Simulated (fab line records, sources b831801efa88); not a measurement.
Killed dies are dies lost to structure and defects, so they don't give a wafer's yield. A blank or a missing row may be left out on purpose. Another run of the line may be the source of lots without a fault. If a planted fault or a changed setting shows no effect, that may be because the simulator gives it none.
fab line records | flow sky130
record lots=7 | wafers=21 | last-day=50
route steps=708 shown SD_N@358 SD_P@359 RES_XHIGH@360 SALICIDE@361 LI_CONTACT@362 PAD_OPEN@708
lots untouched by any fault: they come from a run of this same line in which no faults occurred
start-h: the number of hours between the record's first day and the start of the first shown wafer of the lot | wait-h: time in hours since the lot's previous step | " same as the row above | L1.1+2: a single row standing in for several wafers | - either no value or no given start | * or withheld: withheld | < > ~ a bound
route shown NAME@n: names a module that has steps shown in the file, with the first one's number in the route | usual: average and standard deviation across the fault-free wafers | same: alike in all rows | chamber/n: place in a boat | sites: each site's reading | _std_site: their standard deviation | _edge_site: the outer-site mean with the inner-site mean subtracted | radius-mm: how far each site lies from the wafer's centre | mask NAME#n: copy n | behind: the last tool/chamber to shape the wafer | hold: cause of the lot's hold/its duration in hours/its outcome | device: transistor that didn't switch, given as n, p or np | end of line: tests run on the same wafers once the route is complete | a step without rows: its recipe alone | killed: dies lost to structure and defects at the first sort, not the wafer's yield | map: the dies of a wafer, with x for killed, . for not killed, _ for no die there
set.NAME: the setting that was run; set.NAME@STEP: the one run at that earlier step | model.NAME: the simulator's own value behind a step, which no gauge read
certain route steps with their lots: each step a table, each wafer a row
services: when a tool's chamber went out of use (start-h, in hours from the record's first day, below 0 if earlier), for how many hours, and the reason
## steps
# step SKY_SD_N_RS_MEAS_16
# recipe thk-meas-gauge=four-point-probe
# usual SD_N_RS=68.54/0.11
lot.wafer | tool          | chamber | start-h | wait-h | SD_N_RS[ohm/sq]
L385.1    | film-metro-01 | -       | 668.29  | 0.1    | 68.33
L385.3    | "             | -       | "       | "      | 68.52
L385.5    | "             | -       | "       | "      | 68.39
L386.2    | film-metro-04 | -       | 709.11  | 0.1    | 68.41
L386.3    | "             | -       | "       | "      | 68.46
L386.4    | "             | -       | "       | "      | 68.34
L389.1    | film-metro-01 | -       | 712.79  | 0.1    | 68.81
L389.4    | "             | -       | "       | "      | 68.76
L389.6    | "             | -       | "       | "      | 68.56
L390.3    | film-metro-04 | -       | 720.38  | 0.1    | 68.52
L390.4    | "             | -       | "       | "      | 68.82
L390.6    | "             | -       | "       | "      | 68.51
L399.2    | film-metro-01 | -       | 781.79  | 0.1    | 68.56
L399.4    | "             | -       | "       | "      | 68.71
L399.6    | "             | -       | "       | "      | 68.44
L400.1    | film-metro-04 | -       | 793.07  | 0.1    | 68.50
L400.2    | "             | -       | "       | "      | 68.51
L400.3    | "             | -       | "       | "      | 68.46
L405.1    | film-metro-04 | -       | 827.42  | 0.1    | 68.55
L405.2    | "             | -       | "       | "      | 68.49
L405.4    | "             | -       | "       | "      | 68.55
# step SKY_SD_N_RS_MEAS_17
# recipe thk-meas-gauge=four-point-probe
# usual SD_P_RS=147.0/0.41
lot.wafer | tool          | chamber | start-h | wait-h | SD_P_RS[ohm/sq]
L385.1    | film-metro-01 | -       | 668.41  | 0.1    | 146.4
L385.3    | "             | -       | "       | "      | 146.4
L385.5    | "             | -       | "       | "      | 146.2
L386.2    | film-metro-04 | -       | 709.23  | 0.1    | 146.6
L386.3    | "             | -       | "       | "      | 146.2
L386.4    | "             | -       | "       | "      | 146.3
L389.1    | film-metro-01 | -       | 712.91  | 0.1    | 147.7
L389.4    | "             | -       | "       | "      | 147.5
L389.6    | "             | -       | "       | "      | 147.4
L390.3    | film-metro-04 | -       | 720.50  | 0.1    | 147.4
L390.4    | "             | -       | "       | "      | 147.1
L390.6    | "             | -       | "       | "      | 147.3
L399.2    | film-metro-01 | -       | 781.91  | 0.1    | 147.8
L399.4    | "             | -       | "       | "      | 147.3
L399.6    | "             | -       | "       | "      | 147.3
L400.1    | film-metro-04 | -       | 793.19  | 0.1    | 147.1
L400.2    | "             | -       | "       | "      | 146.8
L400.3    | "             | -       | "       | "      | 147.5
L405.1    | film-metro-04 | -       | 827.54  | 0.1    | 147.0
L405.2    | "             | -       | "       | "      | 147.3
L405.4    | "             | -       | "       | "      | 146.9
# step SKY_SD_N_RS_MEAS_18
# recipe thk-meas-gauge=four-point-probe
# usual RES_XHIGH_RS=333.3/1
lot.wafer | tool          | chamber | start-h | wait-h | RES_XHIGH_RS[ohm/sq]
L385.1    | film-metro-01 | -       | 668.53  | 0.1    | 333.2
L385.3    | "             | -       | "       | "      | 333.4
L385.5    | "             | -       | "       | "      | 333.0
L386.2    | film-metro-04 | -       | 709.35  | 0.1    | 333.9
L386.3    | "             | -       | "       | "      | 332.4
L386.4    | "             | -       | "       | "      | 333.7
L389.1    | film-metro-01 | -       | 713.03  | 0.1    | 333.7
L389.4    | "             | -       | "       | "      | 333.9
L389.6    | "             | -       | "       | "      | 333.5
L390.3    | film-metro-04 | -       | 720.62  | 0.1    | 331.8
L390.4    | "             | -       | "       | "      | 331.8
L390.6    | "             | -       | "       | "      | 331.8
L399.2    | film-metro-01 | -       | 782.03  | 0.1    | 332.4
L399.4    | "             | -       | "       | "      | 332.7
L399.6    | "             | -       | "       | "      | 332.8
L400.1    | film-metro-04 | -       | 793.31  | 0.1    | 334.1
L400.2    | "             | -       | "       | "      | 334.0
L400.3    | "             | -       | "       | "      | 332.2
L405.1    | film-metro-04 | -       | 827.66  | 0.1    | 332.8
L405.2    | "             | -       | "       | "      | 333.5
L405.4    | "             | -       | "       | "      | 332.5
# step SKY_SALICIDE_CLEAN_00
# recipe chemistry=HF-last | time-s=30 | dilution=100:1 | dry=ipa-marangoni
# step SKY_LI_CONTACT_HDPCVD_00
# recipe material=PSG | target-thk-nm=930 | sigma-open-frac=0.3 | time-s=155 | temp-c=600 | sih4-flow-sccm=60 | pressure-mtorr=6
# step SKY_LI_CONTACT_THK_MEAS_01
# recipe reads=PSG_of_LI_CONTACT_HDPCVD_00
# usual LI_CONTACT_HDPCVD_THK=926/8.7
lot.wafer | tool          | chamber | start-h | wait-h | LI_CONTACT_HDPCVD_THK[nm]
L385.1    | film-metro-03 | -       | 668.83  | 0.1    | 916
L385.3    | "             | -       | "       | "      | 923
L385.5    | "             | -       | "       | "      | 927
L386.2    | film-metro-04 | -       | 709.58  | 0.1    | 924
L386.3    | "             | -       | "       | "      | 934
L386.4    | "             | -       | "       | "      | 934
L389.1    | film-metro-04 | -       | 713.29  | 0.1    | 938
L389.4    | "             | -       | "       | "      | 944
L389.6    | "             | -       | "       | "      | 934
L390.3    | film-metro-03 | -       | 720.84  | 0.1    | 926
L390.4    | "             | -       | "       | "      | 933
L390.6    | "             | -       | "       | "      | 917
L399.2    | film-metro-01 | -       | 782.31  | 0.1    | 915
L399.4    | "             | -       | "       | "      | 927
L399.6    | "             | -       | "       | "      | 920
L400.1    | film-metro-03 | -       | 793.55  | 0.1    | 925
L400.2    | "             | -       | "       | "      | 924
L400.3    | "             | -       | "       | "      | 930
L405.1    | film-metro-03 | -       | 827.90  | 0.1    | 917
L405.2    | "             | -       | "       | "      | 924
L405.4    | "             | -       | "       | "      | 930
# step SKY_LI_CONTACT_CMP_02
# recipe material=PSG | down-force-psi=4 | platen-rpm=60 | pad-velocity-m-s=0.94248
# usual motor-current-A=12.1/1.4 | time-to-endpoint-s=35/3
lot.wafer | tool   | chamber | start-h | wait-h | motor-current-A | time-to-endpoint-s
L385.1    | cmp-01 | 1       | 668.89  | 0.1    | 13.0            | 33
L385.3    | "      | 2       | "       | "      | 13.4            | 33
L385.5    | "      | 2       | "       | "      | 12.8            | 35
L386.3    | cmp-02 | 3       | 709.63  | 0.0    | 9.3             | 35
L386.4    | "      | 0       | "       | "      | 12.3            | 39
L386.2    | "      | 2       | "       | "      | 12.8            | 42
L389.4    | cmp-02 | 1       | 713.51  | 0.2    | 11.2            | 41
L389.1    | "      | 2       | "       | "      | 12.5            | 40
L389.6    | "      | 2       | "       | "      | 12.9            | 40
L390.4    | cmp-02 | 1       | 720.88  | 0.0    | 12.0            | 37
L390.3    | "      | 2       | "       | "      | 12.7            | 36
L390.6    | "      | 1       | "       | "      | 11.7            | 37
L399.4    | cmp-01 | 0       | 782.46  | 0.1    | 13.5            | 35
L399.2    | "      | 1       | "       | "      | 13.4            | 36
L399.6    | "      | 3       | "       | "      | 11.2            | 32
L400.3    | cmp-02 | 0       | 793.61  | 0.0    | 13.1            | 37
L400.1    | "      | 1       | "       | "      | 11.3            | 38
L400.2    | "      | 3       | "       | "      | 8.9             | 31
L405.2    | cmp-02 | 1       | 827.96  | 0.0    | 11.5            | 36
L405.1    | "      | 2       | "       | "      | 12.5            | 36
L405.4    | "      | 3       | "       | "      | 9.0             | 32
# step SKY_LI_CONTACT_BOW_MEAS_03
# recipe mode=bow
# usual LI_CONTACT_BOW=55/7.1
lot.wafer | tool          | chamber | start-h | wait-h | LI_CONTACT_BOW[um]
L385.1    | film-metro-04 | -       | 669.19  | 0.2    | 41
L385.3    | "             | -       | "       | "      | 63
L385.5    | "             | -       | "       | "      | 63
L386.2    | film-metro-01 | -       | 709.95  | 0.1    | 53
L386.3    | "             | -       | "       | "      | 58
L386.4    | "             | -       | "       | "      | 50
L389.1    | film-metro-01 | -       | 713.81  | 0.2    | 47
L389.4    | "             | -       | "       | "      | 46
L389.6    | "             | -       | "       | "      | 49
L390.3    | film-metro-04 | -       | 721.22  | 0.2    | 67
L390.4    | "             | -       | "       | "      | 54
L390.6    | "             | -       | "       | "      | 55
L399.2    | film-metro-04 | -       | 782.68  | 0.1    | 56
L399.4    | "             | -       | "       | "      | 38
L399.6    | "             | -       | "       | "      | 52
L400.1    | film-metro-03 | -       | 793.91  | 0.2    | 51
L400.2    | "             | -       | "       | "      | 52
L400.3    | "             | -       | "       | "      | 57
L405.1    | film-metro-03 | -       | 828.26  | 0.2    | 62
L405.2    | "             | -       | "       | "      | 66
L405.4    | "             | -       | "       | "      | 65
# step SKY_LI_CONTACT_DEHYDRATE_04
# recipe temp-c=200 | time-s=60
# step SKY_LI_CONTACT_HMDS_05
# recipe prime-time-s=60 | prime-temp-c=120
# step SKY_LI_CONTACT_COAT_06
# recipe resist=BARC | temp-c=withheld | time-s=withheld | spin-rpm=3000 | resist-thk-nm=60
# step SKY_LI_CONTACT_COAT_07
# recipe resist=KrF-thick | spin-rpm=3000 | resist-thk-nm=450
# step SKY_LI_CONTACT_SOFTBAKE_08
# recipe temp-c=100 | time-s=90 | resist=KrF-thick
# usual heater-power-total-W=57.36/0.12 | plate-temp-C=99.99/0.13
lot.wafer | tool           | chamber | start-h | wait-h | heater-power-total-W | plate-temp-C
L385.1    | litho-track-01 | 0       | 683     | -      | 57.23                | 99.98
L385.3    | "              | 0       | "       | "      | 57.26                | 99.91
L385.5    | "              | 0       | "       | "      | 57.36                | 99.98
L386.2    | litho-track-01 | 0       | 723     | -      | 58.34                | 100.82
L386.3    | "              | 0       | "       | "      | 58.00                | 100.94
L386.4    | "              | 0       | "       | "      | 57.94                | 101.08
L389.1    | litho-track-01 | 0       | 727     | -      | 58.09                | 100.94
L389.4    | "              | 0       | "       | "      | 58.19                | 101.11
L389.6    | "              | 0       | "       | "      | 58.05                | 100.99
L390.3    | litho-track-01 | 0       | 735     | -      | 58.26                | 100.89
L390.4    | "              | 0       | "       | "      | 58.01                | 100.85
L390.6    | "              | 0       | 736     | -      | 58.25                | 101.07
L399.2    | litho-track-03 | 0       | 796     | -      | 57.31                | 100.04
L399.4    | "              | 0       | "       | "      | 57.24                | 99.88
L399.6    | "              | 0       | "       | "      | 57.35                | 100.07
L400.1    | litho-track-03 | 0       | 806     | -      | 57.46                | 99.91
L400.2    | "              | 0       | "       | "      | 57.41                | 100.01
L400.3    | "              | 0       | "       | "      | 57.18                | 100.22
L405.1    | litho-track-04 | 0       | 841     | -      | 57.39                | 100.11
L405.2    | "              | 0       | "       | "      | 57.42                | 99.92
L405.4    | "              | 0       | "       | "      | 57.39                | 99.92
# step SKY_LI_CONTACT_EXPOSE_09
# recipe mask-id=LICM1 | na=0.8 | source-shape=annular | sigma-inner=0.55 | sigma-outer=0.85 | target-cd-nm=170 | dose-mj=38
# step SKY_PAD_OPEN_PROBE_99
# usual killed_at_M0_to_M3=42/7.4 | killed_at_M4_up=3.3/2.1 | killed-at-contacts=24/5.3 | killed-at-front-end=15/4.5 | killed-at-other=0.3/0.57 | killed-dies=84/10 | killed-open=46/7.5 | killed-short=38/6.4
# same gross-dies=492 | killed-at-back-side=0
lot.wafer | tool      | chamber | start-h | wait-h | killed_at_M0_to_M3 | killed_at_M4_up | killed-at-contacts | killed-at-front-end | killed-at-other | killed-dies | killed-open | killed-short
L385.1    | prober-01 | -       | 1091.25 | 0.1    | 42                 | 4               | 31                 | 24                  | 0               | 101         | 55          | 46
L385.3    | prober-01 | -       | 1091.35 | 0.2    | 39                 | 0               | 25                 | 8                   | 0               | 72          | 41          | 31
L385.5    | prober-01 | -       | 1091.45 | 0.2    | 40                 | 3               | 21                 | 12                  | 1               | 77          | 44          | 33
L386.2    | prober-02 | -       | 1119.14 | 0.1    | 49                 | 7               | 24                 | 14                  | 2               | 96          | 53          | 43
L386.3    | prober-02 | -       | 1119.19 | 0.2    | 52                 | 3               | 21                 | 13                  | 0               | 89          | 41          | 48
L386.4    | prober-02 | -       | 1119.24 | 0.2    | 36                 | 4               | 27                 | 15                  | 0               | 82          | 44          | 37
L389.1    | prober-01 | -       | 1123.65 | 0.1    | 45                 | 6               | 18                 | 15                  | 0               | 84          | 50          | 34
L389.4    | prober-01 | -       | 1123.80 | 0.2    | 38                 | 4               | 23                 | 18                  | 0               | 83          | 51          | 32
L389.6    | prober-01 | -       | 1123.90 | 0.2    | 38                 | 3               | 29                 | 16                  | 0               | 86          | 40          | 46
L390.3    | prober-01 | -       | 1130.03 | 0.2    | 57                 | 6               | 22                 | 17                  | 0               | 102         | 59          | 43
L390.4    | prober-01 | -       | 1130.08 | 0.2    | 54                 | 4               | 31                 | 19                  | 0               | 108         | 58          | 50
L390.6    | prober-01 | -       | 1130.18 | 0.2    | 33                 | 5               | 30                 | 13                  | 0               | 81          | 45          | 36
L399.2    | prober-02 | -       | 1170.32 | 0.1    | 43                 | 2               | 22                 | 18                  | 0               | 85          | 43          | 40
L399.4    | prober-02 | -       | 1170.42 | 0.2    | 48                 | 1               | 22                 | 9                   | 0               | 80          | 40          | 40
L399.6    | prober-02 | -       | 1170.52 | 0.2    | 57                 | 3               | 27                 | 13                  | 0               | 100         | 55          | 44
L400.1    | prober-01 | -       | 1174.56 | 0.1    | 32                 | 2               | 29                 | 19                  | 1               | 83          | 45          | 38
L400.2    | prober-01 | -       | 1174.61 | 0.1    | 42                 | 3               | 23                 | 9                   | 1               | 78          | 44          | 34
L400.3    | prober-01 | -       | 1174.66 | 0.2    | 39                 | 2               | 13                 | 11                  | 0               | 65          | 33          | 32
L405.1    | prober-02 | -       | 1199.05 | 0.1    | 51                 | 4               | 31                 | 15                  | 0               | 101         | 67          | 34
L405.2    | prober-02 | -       | 1199.10 | 0.1    | 49                 | 2               | 16                 | 19                  | 0               | 86          | 47          | 38
L405.4    | prober-02 | -       | 1199.20 | 0.2    | 45                 | 3               | 19                 | 16                  | 0               | 83          | 47          | 36
# killed by level:class
L385.1 CONTACT:geometric-particle:open=11 LI_CONTACT:geometric-particle:open=8 VIA1:geometric-particle:open=8 POLY_GATE:geometric-particle:short=6 VIA2:geometric-particle:short=6 VIA3:geometric-particle:open=6 FIELD_ISO:geometric-particle:open=5 CONTACT:geometric-particle:short=5
L385.3 VIA1:geometric-particle:open=11 VIA3:geometric-particle:open=7 CONTACT:geometric-particle:open=7 LI_CONTACT:geometric-particle:open=6 CONTACT:geometric-particle:short=6 METAL2:geometric-particle:short=5 LOCAL_INTERCONNECT:geometric-particle:short=4 METAL1:geometric-particle:short=4
L385.5 VIA1:geometric-particle:open=10 LI_CONTACT:geometric-particle:open=7 CONTACT:geometric-particle:short=7 CONTACT:geometric-particle:open=7 VIA3:geometric-particle:open=5 VIA1:geometric-particle:short=5 VIA3:geometric-particle:short=4 METAL1:geometric-particle:short=4
L386.2 VIA1:geometric-particle:open=13 VIA2:geometric-particle:open=10 CONTACT:geometric-particle:open=7 LI_CONTACT:geometric-particle:short=6 METAL2:geometric-particle:short=6 METAL4:geometric-particle:short=6 LI_CONTACT:geometric-particle:open=5 VIA3:geometric-particle:open=4
L386.3 METAL1:geometric-particle:short=10 VIA1:geometric-particle:open=8 CONTACT:geometric-particle:open=7 VIA2:geometric-particle:open=7 VIA1:geometric-particle:short=6 VIA3:geometric-particle:open=6 VIA3:geometric-particle:short=6 LOCAL_INTERCONNECT:geometric-particle:short=5
L386.4 CONTACT:geometric-particle:open=10 VIA1:geometric-particle:open=8 LOCAL_INTERCONNECT:geometric-particle:short=6 METAL1:geometric-particle:short=6 POLY_GATE:geometric-particle:open=5 LI_CONTACT:geometric-particle:open=5 VIA1:geometric-particle:short=4 CONTACT:geometric-particle:short=4
L389.1 VIA1:geometric-particle:open=11 CONTACT:geometric-particle:open=10 VIA2:geometric-particle:open=8 VIA2:geometric-particle:short=7 VIA3:geometric-particle:open=5 FIELD_ISO:geometric-particle:open=3 SONOS_ONO:geometric-particle:open=3 POLY_GATE:geometric-particle:short=3
L389.4 CONTACT:geometric-particle:open=9 VIA3:geometric-particle:open=8 VIA1:geometric-particle:open=6 POLY_GATE:geometric-particle:open=6 VIA2:geometric-particle:open=6 FIELD_ISO:geometric-particle:open=5 LOCAL_INTERCONNECT:geometric-particle:short=5 CONTACT:geometric-particle:short=5
L389.6 CONTACT:geometric-particle:open=12 VIA1:geometric-particle:open=7 LOCAL_INTERCONNECT:geometric-particle:short=6 VIA2:geometric-particle:open=6 FIELD_ISO:geometric-particle:short=5 POLY_GATE:geometric-particle:short=5 LI_CONTACT:geometric-particle:short=5 VIA1:geometric-particle:short=5
L390.3 VIA1:geometric-particle:open=13 CONTACT:geometric-particle:open=11 METAL2:geometric-particle:short=9 METAL1:geometric-particle:short=7 VIA3:geometric-particle:open=7 LI_CONTACT:geometric-particle:open=6 POLY_GATE:geometric-particle:open=4 VIA1:geometric-particle:short=4
L390.4 CONTACT:geometric-particle:open=14 LI_CONTACT:geometric-particle:open=10 METAL2:geometric-particle:short=8 VIA1:geometric-particle:open=8 CONTACT:geometric-particle:short=7 METAL1:geometric-particle:short=7 VIA3:geometric-particle:open=7 POLY_GATE:geometric-particle:short=6
L390.6 CONTACT:geometric-particle:open=11 VIA1:geometric-particle:open=9 VIA3:geometric-particle:open=7 VIA3:geometric-particle:short=6 VIA1:geometric-particle:short=5 CONTACT:geometric-particle:short=5 POLY_GATE:geometric-particle:open=4 LI_CONTACT:geometric-particle:short=4
L399.2 CONTACT:geometric-particle:open=9 VIA1:geometric-particle:open=9 METAL1:geometric-particle:short=7 CONTACT:geometric-particle:short=6 VIA2:geometric-particle:open=6 VIA3:geometric-particle:open=6 FIELD_ISO:geometric-particle:open=5 FIELD_ISO:geometric-particle:short=4
L399.4 METAL1:geometric-particle:short=9 VIA1:geometric-particle:open=9 METAL2:geometric-particle:short=9 LI_CONTACT:geometric-particle:open=8 CONTACT:geometric-particle:open=6 VIA2:geometric-particle:open=5 VIA3:geometric-particle:open=5 VIA3:geometric-particle:short=4
L399.6 CONTACT:geometric-particle:open=11 VIA1:geometric-particle:open=10 VIA3:geometric-particle:open=10 LI_CONTACT:geometric-particle:open=8 VIA1:geometric-particle:short=6 METAL2:geometric-particle:short=6 VIA2:geometric-particle:open=5 METAL3:geometric-particle:short=5
L400.1 CONTACT:geometric-particle:open=15 VIA1:geometric-particle:open=12 FIELD_ISO:geometric-particle:open=6 FIELD_ISO:geometric-particle:short=6 LI_CONTACT:geometric-particle:short=5 CONTACT:geometric-particle:short=5 POLY_GATE:geometric-particle:short=4 VIA2:geometric-particle:open=4
L400.2 VIA1:geometric-particle:open=11 VIA2:geometric-particle:open=8 CONTACT:geometric-particle:open=7 LI_CONTACT:geometric-particle:open=6 METAL2:geometric-particle:short=5 VIA3:geometric-particle:open=5 CONTACT:geometric-particle:short=4 METAL1:geometric-particle:short=4
L400.3 VIA1:geometric-particle:short=10 VIA1:geometric-particle:open=7 CONTACT:geometric-particle:open=6 FIELD_ISO:geometric-particle:short=5 VIA3:geometric-particle:open=5 VIA2:geometric-particle:open=4 METAL3:geometric-particle:short=3 FIELD_ISO:geometric-particle:open=2
L405.1 CONTACT:geometric-particle:open=21 VIA1:geometric-particle:open=13 VIA1:geometric-particle:short=7 VIA2:geometric-particle:open=7 FIELD_ISO:geometric-particle:open=6 LI_CONTACT:geometric-particle:open=5 VIA3:geometric-particle:open=5 METAL1:geometric-particle:open=4
L405.2 VIA1:geometric-particle:open=10 VIA3:geometric-particle:open=10 METAL1:geometric-particle:short=8 FIELD_ISO:geometric-particle:open=6 VIA2:geometric-particle:open=6 VIA3:geometric-particle:short=6 FIELD_ISO:geometric-particle:short=5 LI_CONTACT:geometric-particle:open=5
L405.4 CONTACT:geometric-particle:open=11 VIA3:geometric-particle:open=10 POLY_GATE:geometric-particle:short=7 VIA1:geometric-particle:short=6 VIA2:geometric-particle:open=6 METAL1:geometric-particle:short=5 LI_CONTACT:geometric-particle:open=4 VIA1:geometric-particle:open=4
## services
tool           | chamber | start-h | hours | kind
cmp-01         | -       | 645.15  | 2.1   | repair
cmp-01         | -       | 661.57  | 4.1   | repair
cmp-01         | -       | 674.26  | 1.4   | repair
cmp-02         | -       | 684.47  | 1.3   | repair
cmp-02         | -       | 726.45  | 4.4   | repair
litho-track-03 | -       | 736.50  | -     | consumable-replace:filter
cmp-01         | -       | 748.80  | 0.8   | repair
cmp-02         | -       | 752.98  | 2.5   | repair
cmp-02         | -       | 755.43  | 4.0   | pm
cmp-02         | -       | 759.43  | -     | consumable-replace:conditioner
cmp-02         | -       | 759.43  | -     | consumable-replace:pad
cmp-02         | -       | 768.79  | 0.3   | repair
cmp-01         | -       | 795.94  | 4.1   | pm
cmp-02         | -       | 804.61  | 3.9   | pm
cmp-01         | -       | 810.89  | 1.0   | repair
## key
first-sign step=SKY_LI_CONTACT_SOFTBAKE_08 | reading=plate-temp-C | direction=up | sigmas=7.3 | usual=* | struck=*
effect step=SKY_LI_CONTACT_SOFTBAKE_08 | reading=heater-power-total-W | direction=up | sigmas=6.2 | usual=* | struck=*
met-at SKY_LI_CONTACT_SOFTBAKE_08
struck-wafers L386.2,L386.3,L386.4,L389.1,L389.4,L389.6,L390.3,L390.4,L390.6
tester-left-out L386,L389,L390
onset-between 683 723
fault kind=process-parameter-drift | tool=litho-track-01 | chamber=- | onset-h=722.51 | steps=SKY_LI_CONTACT_SOFTBAKE_08 | channel=temp-c | offset=* | shape=step | end-h=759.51 | acts-in=* | stated=*
# tester-left-out: of these lots the tester's yield and bins aren't shown, on N5 and GAA mostly nor the transistor test; their killed dies are dies lost to structure and defects alone, not to doping, threshold or leakage, so they don't give the yield
